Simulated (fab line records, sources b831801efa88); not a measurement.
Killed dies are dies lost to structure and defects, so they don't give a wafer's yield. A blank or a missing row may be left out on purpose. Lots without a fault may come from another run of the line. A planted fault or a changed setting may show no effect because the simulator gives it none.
Which tool did it? | flow gf180mcu | 24 lots, 72 wafers sampled, at 6 steps of a route of 602

WHAT THE GAUGES READ, wafer by wafer
GF_VT_IMPLANT_OVL_MEAS_07. Usual: VT_IMPLANT_OVL 0.6 nm, standard deviation 1.3.
lot  | measured     | on         | VT_IMPLANT_OVL (nm) | flag
L074 | day 5 13:44  | overlay-02 | 1.8 3.3 2.6         |
L075 | day 5 18:20  | overlay-02 | 0.5 0.0 0.1         |
L076 | day 6 03:50  | overlay-02 | 0.6 1.9 -0.5        |
L077 | day 6 09:56  | overlay-02 | 2.4 -0.1 0.4        |
L078 | day 6 15:23  | overlay-01 | 0.9 0.4 1.5         |
L079 | day 6 20:50  | overlay-01 | -0.9 -2.6 -1.0      |
L080 | day 7 04:29  | overlay-01 | 1.5 0.9 2.3         |
L081 | day 7 08:23  | overlay-01 | 2.3 1.4 1.1         |
L082 | day 7 15:20  | overlay-01 | 1.3 1.9 -0.2        |
L083 | day 7 21:05  | overlay-02 | 2.5 2.9 -0.5        |
L084 | day 8 03:08  | overlay-01 | 0.6 1.2 1.8         |
L085 | day 8 10:38  | overlay-01 | -0.7 1.2 1.6        |
L086 | day 8 13:18  | overlay-01 | 0.4 -0.5 -1.5       |
L087 | day 9 02:20  | overlay-01 | 0.4 0.9 -1.7        |
L088 | day 9 06:54  | overlay-02 | 2.3 1.2 0.0         |
L089 | day 9 13:02  | overlay-02 | 0.5 1.8 1.1         |
L090 | day 9 18:02  | overlay-01 | 1.3 0.2 -1.0        |
L091 | day 9 23:09  | overlay-01 | -0.3 -1.8 0.3       |
L092 | day 10 05:44 | overlay-02 | 0.9 3.4 2.0         |
L093 | day 10 10:59 | overlay-01 | 0.5 -1.3 0.1        |
L094 | day 10 15:29 | overlay-02 | -0.7 0.0 -0.9       |
L095 | day 10 20:05 | overlay-01 | 0.5 1.3 2.5         |
L096 | day 11 16:35 | overlay-02 | 1.0 1.6 1.0         |
L097 | day 11 18:26 | overlay-01 | 1.6 0.3 0.6         |

GF_VT_IMPLANT_RS_MEAS_47: measures by four-point-probe. Usual: NWELL_RS 487.8 ohm/sq, standard deviation 1.2.
lot  | measured     | on            | NWELL_RS (ohm/sq) | flag
L074 | day 7 12:18  | film_metro-01 | 487.9 488.1 487.5 |
L075 | day 7 15:58  | film_metro-04 | 488.3 486.8 487.3 |
L076 | day 8 01:07  | film_metro-04 | 487.7 486.8 486.3 |
L077 | day 8 07:42  | film_metro-02 | 487.5 488.7 487.2 |
L078 | day 8 14:36  | film_metro-04 | 489.8 489.2 491.2 |
L079 | day 8 20:56  | film_metro-01 | 488.4 486.5 488.5 |
L080 | day 9 05:46  | film_metro-02 | 486.5 485.7 486.0 |
L081 | day 9 09:01  | film_metro-01 | 489.5 488.6 488.4 |
L082 | day 9 15:58  | film_metro-01 | 490.2 488.8 489.4 |
L083 | day 9 22:28  | film_metro-02 | 486.6 488.7 486.4 |
L084 | day 10 06:04 | film_metro-04 | 489.0 489.5 488.7 |
L085 | day 10 14:34 | film_metro-01 | 486.9 487.8 486.9 |
L086 | day 10 17:02 | film_metro-04 | 488.4 487.4 488.8 |
L087 | day 11 07:46 | film_metro-01 | 485.2 486.3 486.4 |
L088 | day 11 12:32 | film_metro-02 | 489.7 488.2 488.7 |
L089 | day 11 20:03 | film_metro-01 | 487.3 488.5 488.5 |
L090 | day 12 01:53 | film_metro-01 | 489.0 488.7 488.7 |
L091 | day 12 06:02 | film_metro-01 | 487.9 485.8 487.6 |
L092 | day 12 15:15 | film_metro-01 | 485.5 486.4 485.4 |
L093 | day 12 20:24 | film_metro-02 | 487.0 487.6 486.3 |
L094 | day 13 01:48 | film_metro-01 | 487.4 488.1 487.0 |
L095 | day 13 05:34 | film_metro-01 | 488.0 487.9 487.6 |
L096 | day 14 04:21 | film_metro-01 | 488.9 486.8 488.1 |
L097 | day 14 07:00 | film_metro-04 | 486.9 487.7 486.9 |

GF_VT_IMPLANT_RS_MEAS_48: measures by four-point-probe. Usual: LVPWELL_RS 1196 ohm/sq, standard deviation 3.
lot  | measured     | on            | LVPWELL_RS (ohm/sq) | flag
L074 | day 7 12:25  | film_metro-01 | 1196 1201 1199      |
L075 | day 7 16:05  | film_metro-04 | 1197 1198 1194      |
L076 | day 8 01:14  | film_metro-04 | 1198 1199 1200      |
L077 | day 8 07:49  | film_metro-02 | 1196 1200 1198      |
L078 | day 8 14:43  | film_metro-04 | 1196 1195 1199      |
L079 | day 8 21:03  | film_metro-01 | 1196 1196 1194      |
L080 | day 9 05:53  | film_metro-02 | 1194 1194 1196      |
L081 | day 9 09:08  | film_metro-01 | 1199 1197 1197      |
L082 | day 9 16:05  | film_metro-01 | 1199 1200 1196      |
L083 | day 9 22:35  | film_metro-02 | 1199 1194 1196      |
L084 | day 10 06:11 | film_metro-04 | 1198 1199 1197      |
L085 | day 10 14:41 | film_metro-01 | 1199 1198 1199      |
L086 | day 10 17:10 | film_metro-04 | 1204 1197 1198      |
L087 | day 11 07:53 | film_metro-01 | 1191 1192 1191      |
L088 | day 11 12:40 | film_metro-02 | 1196 1196 1196      |
L089 | day 11 20:10 | film_metro-01 | 1200 1198 1196      |
L090 | day 12 02:00 | film_metro-01 | 1198 1196 1195      |
L091 | day 12 06:10 | film_metro-01 | 1193 1190 1193      |
L092 | day 12 15:22 | film_metro-01 | 1193 1188 1193      |
L093 | day 12 20:31 | film_metro-02 | 1196 1198 1195      |
L094 | day 13 01:55 | film_metro-01 | 1195 1195 1198      |
L095 | day 13 05:41 | film_metro-01 | 1197 1198 1194      |
L096 | day 14 04:28 | film_metro-01 | 1195 1198 1201      |
L097 | day 14 07:07 | film_metro-04 | 1195 1202 1197      |

GF_HV_LDD_OVL_MEAS_08. Usual: HV_LDD_OVL 0.3 nm, standard deviation 2.1.
lot  | measured     | on         | HV_LDD_OVL (nm) | flag
L074 | day 10 03:39 | overlay-01 | -1.9 -1.5 -1.1  |
L075 | day 10 04:04 | overlay-02 | 1.4 0.3 3.0     |
L076 | day 10 12:00 | overlay-02 | 2.1 -0.3 1.4    |
L077 | day 10 23:21 | overlay-01 | 2.0 -0.7 0.6    |
L078 | day 11 04:00 | overlay-01 | 2.0 2.3 3.4     |
L079 | day 11 08:10 | overlay-01 | 0.6 0.8 1.2     |
L080 | day 11 20:36 | overlay-01 | 3.3 0.3 -0.4    |
L081 | day 11 23:27 | overlay-02 | 0.2 1.1 -0.2    |
L082 | day 12 07:18 | overlay-02 | 2.6 3.5 2.9     |
L083 | day 12 13:48 | overlay-01 | 2.2 2.4 -0.8    |
L084 | day 12 21:09 | overlay-01 | 0.3 1.6 2.4     |
L085 | day 13 07:36 | overlay-02 | -1.5 -0.5 -1.4  |
L086 | day 13 10:13 | overlay-01 | -1.7 -0.9 -2.4  |
L087 | day 14 05:47 | overlay-01 | 1.7 3.5 3.3     |
L088 | day 14 10:27 | overlay-01 | -2.9 -2.0 -2.3  |
L089 | day 14 18:54 | overlay-02 | 1.0 0.0 -3.0    |
L090 | day 15 01:40 | overlay-02 | 2.5 2.2 1.9     |
L091 | day 15 06:15 | overlay-01 | -3.1 -0.4 -4.1  |
L092 | day 15 15:35 | overlay-01 | -2.8 -2.0 -1.0  |
L093 | day 16 01:00 | overlay-01 | 0.0 2.6 1.2     |
L094 | day 16 03:28 | overlay-01 | 1.6 2.3 2.8     |
L095 | day 16 09:52 | overlay-02 | -0.7 -1.4 -1.4  |
L096 | day 17 07:20 | overlay-01 | -1.4 -0.4 -0.5  |
L097 | day 17 10:24 | overlay-01 | 0.1 1.4 -0.1    |

GF_HV_LDD_CD_MEAS_46: target cd 400 nm. Usual: cd_nm 399.6 nm, standard deviation 2.1.
lot  | measured     | on        | cd_nm (nm)        | flag
L074 | day 12 12:04 | cd_sem-02 | 402.9 399.5 401.0 |
L075 | day 12 12:33 | cd_sem-02 | 402.4 399.8 402.6 |
L076 | day 12 21:42 | cd_sem-02 | 397.9 400.3 397.5 |
L077 | day 13 11:32 | cd_sem-01 | 397.8 397.9 396.0 |
L078 | day 13 14:52 | cd_sem-01 | 400.4 400.2 398.8 |
L079 | day 13 19:57 | cd_sem-01 | 398.7 399.1 396.1 |
L080 | day 14 08:41 | cd_sem-02 | 399.4 397.7 400.8 |
L081 | day 14 10:41 | cd_sem-02 | 399.1 398.1 398.5 |
L082 | day 14 20:05 | cd_sem-01 | 401.7 401.3 400.1 |
L083 | day 15 02:29 | cd_sem-01 | 401.5 401.1 398.5 |
L084 | day 15 11:50 | cd_sem-01 | 399.2 398.4 400.1 |
L085 | day 15 23:01 | cd_sem-02 | 397.1 398.9 398.7 |
L086 | day 16 01:49 | cd_sem-02 | 399.5 397.4 397.6 |
L087 | day 17 00:17 | cd_sem-02 | 401.4 398.5 398.1 |
L088 | day 17 04:43 | cd_sem-01 | 399.6 400.0 399.0 |
L089 | day 17 14:32 | cd_sem-01 | 400.2 397.7 396.1 |
L090 | day 17 20:47 | cd_sem-01 | 404.7 404.0 404.8 |
L091 | day 18 02:10 | cd_sem-02 | 401.6 403.8 402.0 |
L092 | day 18 11:53 | cd_sem-02 | 401.1 401.5 404.7 |
L093 | day 18 23:42 | cd_sem-02 | 394.6 399.2 397.3 |
L094 | day 19 01:04 | cd_sem-02 | 398.9 397.4 400.6 |
L095 | day 19 07:26 | cd_sem-01 | 398.7 398.9 399.7 |
L096 | day 20 06:46 | cd_sem-01 | 400.5 401.5 399.7 |
L097 | day 20 10:47 | cd_sem-02 | 398.4 399.3 399.3 |

WHICH TOOL RAN EACH LOT (tool, then ch and the chambers of the sampled wafers, then the start)
lot  | GF_STI_STRIP_15
L074 | plasma_asher-04 ch 0,1, day 2 01:01
L075 | plasma_asher-04 ch 0,1, day 2 06:07
L076 | plasma_asher-04 ch 0,1, day 2 12:58
L077 | plasma_asher-01 ch 0,1, day 2 17:01
L078 | plasma_asher-02 ch 0,1, day 2 22:03
L079 | plasma_asher-02 ch 0,1, day 3 03:10
L080 | plasma_asher-01 ch 0,1, day 3 08:25
L081 | plasma_asher-01 ch 0,1, day 3 13:07
L082 | plasma_asher-01 ch 0,1, day 3 20:34
L083 | plasma_asher-02 ch 0,1, day 3 23:40
L084 | plasma_asher-01 ch 0,1, day 4 04:46
L085 | plasma_asher-01 ch 0,1, day 4 11:51
L086 | plasma_asher-01 ch 0,1, day 4 15:11
L087 | plasma_asher-04 ch 0,1, day 5 00:30
L088 | plasma_asher-01 ch 0,1, day 5 05:02
L089 | plasma_asher-02 ch 0,1, day 5 09:12
L090 | plasma_asher-01 ch 1, day 5 14:16
L091 | plasma_asher-02 ch 0,1, day 5 17:23
L092 | plasma_asher-04 ch 0,1, day 5 22:25
L093 | plasma_asher-02 ch 0,1, day 6 04:49
L094 | plasma_asher-04 ch 0,1, day 6 07:47
L095 | plasma_asher-02 ch 1, day 6 13:04
L096 | plasma_asher-04 ch 0,1, day 6 20:08
L097 | plasma_asher-01 ch 0,1, day 7 00:34
- GF_STI_STRIP_15: strips in O2/N2.

WHAT THE TOOLS THEMSELVES READ (means of the sampled wafers that have a number; where no wafer has one, the mark that the record gives instead)
GF_STI_STRIP_15. Usual: drypump_motor_current_A 5.85 A, standard deviation 0.18; heater_power_w 330 W, standard deviation 35; oes_product_au 0.384 a.u., standard deviation 0.0049; strip_time_to_endpoint_s 3.74 s, standard deviation 0.037.
lot  | tool            | drypump_motor_current_A (A) | heater_power_w (W) | oes_product_au (a.u.) | strip_time_to_endpoint_s (s) | flag
L074 | plasma_asher-04 | 6.07                        | 346                | 0.387                 | 3.69                         |
L075 | plasma_asher-04 | 6.07                        | 341                | 0.381                 | 3.71                         |
L076 | plasma_asher-04 | 6.08                        | 329                | 0.388                 | 3.73                         |
L077 | plasma_asher-01 | 5.84                        | 306                | 0.388                 | 3.73                         |
L078 | plasma_asher-02 | 5.72                        | 353                | 0.383                 | 3.76                         |
L079 | plasma_asher-02 | 5.70                        | 353                | 0.380                 | 3.71                         |
L080 | plasma_asher-01 | 5.81                        | 307                | 0.389                 | 3.76                         |
L081 | plasma_asher-01 | 5.82                        | 308                | 0.387                 | 3.77                         |
L082 | plasma_asher-01 | 5.82                        | 307                | 0.387                 | 3.72                         |
L083 | plasma_asher-02 | 5.74                        | 354                | 0.381                 | 3.74                         |
L084 | plasma_asher-01 | 5.79                        | 332                | 0.384                 | 3.72                         |
L085 | plasma_asher-01 | 5.84                        | 307                | 0.380                 | 3.78                         |
L086 | plasma_asher-01 | 5.80                        | 333                | 0.385                 | 3.79                         |
L087 | plasma_asher-04 | 6.06                        | 332                | 0.388                 | 3.74                         |
L088 | plasma_asher-01 | 5.81                        | 307                | 0.386                 | 3.74                         |
L089 | plasma_asher-02 | 5.63                        | 325                | 0.383                 | 3.74                         |
L090 | plasma_asher-01 | 5.85                        | 281                | 0.385                 | 3.72                         |
L091 | plasma_asher-02 | 5.71                        | 352                | 0.385                 | 3.78                         |
L092 | plasma_asher-04 | 6.07                        | 336                | 0.389                 | 3.78                         |
L093 | plasma_asher-02 | 5.61                        | 328                | 0.383                 | 3.67                         |
L094 | plasma_asher-04 | 6.07                        | 341                | 0.388                 | 3.76                         |
L095 | plasma_asher-02 | 5.81                        | 377                | 0.378                 | 3.73                         |
L096 | plasma_asher-04 | 6.07                        | 338                | 0.385                 | 3.76                         |
L097 | plasma_asher-01 | 5.80                        | 328                | 0.378                 | 3.70                         |

THE ANSWER, worked out from the rows above alone
Rule: a lot is off if the mean of its wafers that have a number lies more than 3 standard deviations from the usual mean. A lot without any number at a reading at which 4 lots or more have one is off too. The other lots that the step has rows for count as sound. The gauges are gone through in route order, then the tools' own readings, and for those a lot's mean is taken as printed above. The first step at which some lot is off is used, and at that step the reading that is off furthest; a lot without a number counts as furthest.
No lot is off at any reading shown: from this, nothing can be told.

WHAT THE SIMULATOR HAD PUT IN
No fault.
